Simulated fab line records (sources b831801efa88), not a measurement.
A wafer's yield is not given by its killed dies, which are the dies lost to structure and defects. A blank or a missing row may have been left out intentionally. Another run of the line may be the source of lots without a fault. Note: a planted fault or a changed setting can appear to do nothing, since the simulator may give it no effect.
A struck lot beside a sound one ; flow gf180mcu ; 17 steps out of a route of 602
Sound: these wafers, L560.1, L560.4, L560.6. Struck: wafer L566.4 (left out: L566.1, L566.6 of the same lot, which were not struck); the cause appears at the end.
Per side, at each step with rows, come the tool, then ch with its chambers, and then its first start. Under that, the readings that differ: sound wafers ; struck wafers ; difference of the means ; sigmas: that difference in standard deviations of wafers without a fault.
alike: same words and numbers on both sides, and readings whose means sit less than 2 such deviations apart. not compared: any withheld reading, any reading some wafer has no value for, any bound like >300 that may hide the same value, and any number with overlapping values for which the record gives no deviation.
The two part at a step that has a row with sigmas, a row that says differs or no value, or rows on one side only. Numbers that have no deviation but don't overlap get no sigmas and don't part them. A reading missing from all wafers of one side parts the sides only when that side holds two or more wafers.

first, 4 steps without rows for these wafers: GF_M3_SOFTBAKE_10 (time 60 s); GF_M3_EXPOSE_11 (exposes mask Metal3, target cd 280 nm); GF_M3_PEB_12 (peb time 90 s); GF_M3_DEVELOP_13 (develop time 60 s).
GF_M3_CD_MEAS_14 targets a cd of 280 nm.
  struck on cd-sem-02, day 23 11:13; sound on cd-sem-02, day 21 04:47
  alike: cd-nm
GF_M3_OVL_MEAS_15:
  struck on overlay-02, day 23 11:20; sound on overlay-01, day 21 04:55
  alike: M3_OVL
GF_M3_METAL_ETCH_16: etches the open film in Cl2/BCl3, stops on SiO2, target depth 750.8 nm, time 129 s.
  sound on rie-metal-03 ch 0, day 21 04:56; struck on rie-metal-04 ch 0, day 23 11:22
  alike: drypump-motor-current-A, he-backside-leak-sccm, oes-product-au, throttle-valve-pct
  not compared: rf-hours-counter-h
GF_M3_STRIP_17: strips in O2/N2.
  sound on plasma-asher-01 ch 0,1, day 21 05:04; struck on plasma-asher-03 ch 1, day 23 11:30
  alike: drypump-motor-current-A, heater-power-w, oes-product-au, strip-time-to-endpoint-s
  not compared: rf-hours-counter-h
then, 3 steps without rows for these wafers: GF_M3_STRIP_18 (strips in post etch residue remover, time 1200 s); GF_M3_CLEAN_19 (cleans in DIW); GF_V3_CVD_00 (deposits SiO2, target thk 600 nm, time 100 s).
GF_V3_THK_MEAS_01:
  struck on film-metro-02, day 23 12:11; sound on film-metro-02, day 21 05:41
  alike: V3_CVD_00_THK
GF_V3_CVD_02: deposits SiO2 from TEOS, target thk 850 nm, time 94.851 s.
  sound on pecvd-02 ch 0,1,2, day 21 05:44; struck on pecvd-03 ch 2, day 23 12:14
reading;sound;struck;difference;sigmas
model.SiO2_of_V3_CVD_02.thk-nm (nm);848 840.6 828.1;996.6;+157.7;
  alike: heater-power-w, susceptor-temp-C
GF_V3_THK_MEAS_03:
  struck on film-metro-03, day 23 12:19; sound on film-metro-04, day 21 05:49
reading;sound;struck;difference;sigmas
V3_CVD_02_THK (nm);848 841 828;996;+157;+9
GF_V3_CMP_04: polishes SiO2.
  sound on cmp-01 ch 2,3, day 21 05:52; struck on cmp-02 ch 1, day 23 12:28
reading;sound;struck;difference;sigmas
motor-current-A (A);11.2 12.4 10.9;14.0;+2.5;+2
time-to-endpoint-s (s);84 79 77;140;+60;+7
GF_V3_BOW_MEAS_05:
  struck on film-metro-03, day 23 12:40; sound on film-metro-02, day 21 06:10
  alike: V3_BOW
GF_PASSIVATION_PROBE_99:
  rows exist in the record for the sound wafers here (prober-01, day 28 20:45), none for the struck ones

## WHERE THEY PART
Earliest at GF_V3_THK_MEAS_03; latest, in this record, at GF_PASSIVATION_PROBE_99.

WHY: whatever the simulator had introduced
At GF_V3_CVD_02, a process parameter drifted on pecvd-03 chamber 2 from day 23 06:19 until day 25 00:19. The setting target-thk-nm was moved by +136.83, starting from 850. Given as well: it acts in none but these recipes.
